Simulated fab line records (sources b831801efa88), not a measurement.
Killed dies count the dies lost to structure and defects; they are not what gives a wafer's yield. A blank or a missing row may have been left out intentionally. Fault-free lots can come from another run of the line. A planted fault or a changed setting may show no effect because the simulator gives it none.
A struck lot beside a sound one | flow sky130 | 14 out of 708 route steps
Sound: these wafers, L463.3, L463.4, L463.6. Wafers L476.1, L476.3, L476.4 were the ones struck. The cause is given at the end.
Each step with rows lists, per side, the tool, then ch with its chambers, then its first start. Under that, the readings that differ: sound wafers | struck wafers | difference of the means | sigmas: that difference in standard deviations of wafers without a fault.
alike: same words and numbers on both sides, and readings whose means sit less than 2 such deviations apart. not compared: any withheld reading, any reading some wafer has no value for, any bound like >300 that may hide the same value, and any number with overlapping values for which the record gives no deviation.
A row with sigmas, a row that says differs or no value, or rows on one side alone: a step with any of these is where the two part. When numbers do not overlap yet have no deviation, they are printed without sigmas and do not part them. A reading that every wafer of one side lacks parts them only if that side has two wafers or more.

first, 1 step without rows for these wafers: SKY_SONOS_ONO_WET_ETCH_16 (etches SiO2 in dHF, target depth 14 nm, time 280 s).
SKY_SONOS_ONO_STRIP_17: strips in O2/N2.
  sound on plasmaAsher-01 ch 0,1, day 13 23:56; struck on plasmaAsher-03 ch 0,1, day 18 03:16
reading                  | sound       | struck      | difference | sigmas
drypumpMotorCurrentA (A) | 6.0 6.0 6.0 | 4.9 5.3 4.9 | -1.0       | -2
  alike: oesProductAu, stripTimeToEndpointS
  not compared: rfHoursCounterH
then, 3 steps without rows for these wafers: SKY_SONOS_ONO_WET_ETCH_18 (etches Si3N4 in H3PO4, target depth 15 nm, time 172 s); SKY_GATE_OXIDE_CLEAN_00 (cleans in SC1/SC2, time 150 s); SKY_GATE_OXIDE_OXIDATION_01 (stabilise 600 s, purge 300 s, target thk 10.268 nm).
SKY_GATE_OXIDE_THK_MEAS_02:
  sound on filmMetro-04, day 14 02:37; struck on filmMetro-04, day 18 12:09
  alike: GATE_OXIDE_OXIDATION_00_THK
then, 6 steps without rows for these wafers: SKY_GATE_OXIDE_DEHYDRATE_03 (time 60 s); SKY_GATE_OXIDE_HMDS_04 (prime time 60 s); SKY_GATE_OXIDE_COAT_05 (resist thk 1140 nm); SKY_GATE_OXIDE_SOFTBAKE_06 (time 60 s); SKY_GATE_OXIDE_EXPOSE_07 (exposes mask LVOM, target cd 600 nm); SKY_GATE_OXIDE_PEB_08.
SKY_GATE_OXIDE_DEVELOP_09: develop time 60 s.
  struck on lithoTrack-04, day 19 18:02; sound on lithoTrack-04 ch 0, day 15 04:44
  no value came back on the struck wafers for chillPlateTempC (C), developTimeS (s); on the sound wafers chillPlateTempC (C) reads 22.87 23.09 23.04
SKY_GATE_OXIDE_OVL_MEAS_10:
  sound on overlay-02, day 15 04:50; struck on overlay-02, day 19 18:11
reading             | sound        | struck | difference                    | sigmas
GATE_OXIDE_OVL (nm) | 1.1 -0.1 3.6 | - - -  | no value on the struck wafers | 

== WHERE THEY PART ==
Earliest at SKY_SONOS_ONO_STRIP_17; latest, in this record, at SKY_GATE_OXIDE_OVL_MEAS_10.

WHY: what the simulator had put in
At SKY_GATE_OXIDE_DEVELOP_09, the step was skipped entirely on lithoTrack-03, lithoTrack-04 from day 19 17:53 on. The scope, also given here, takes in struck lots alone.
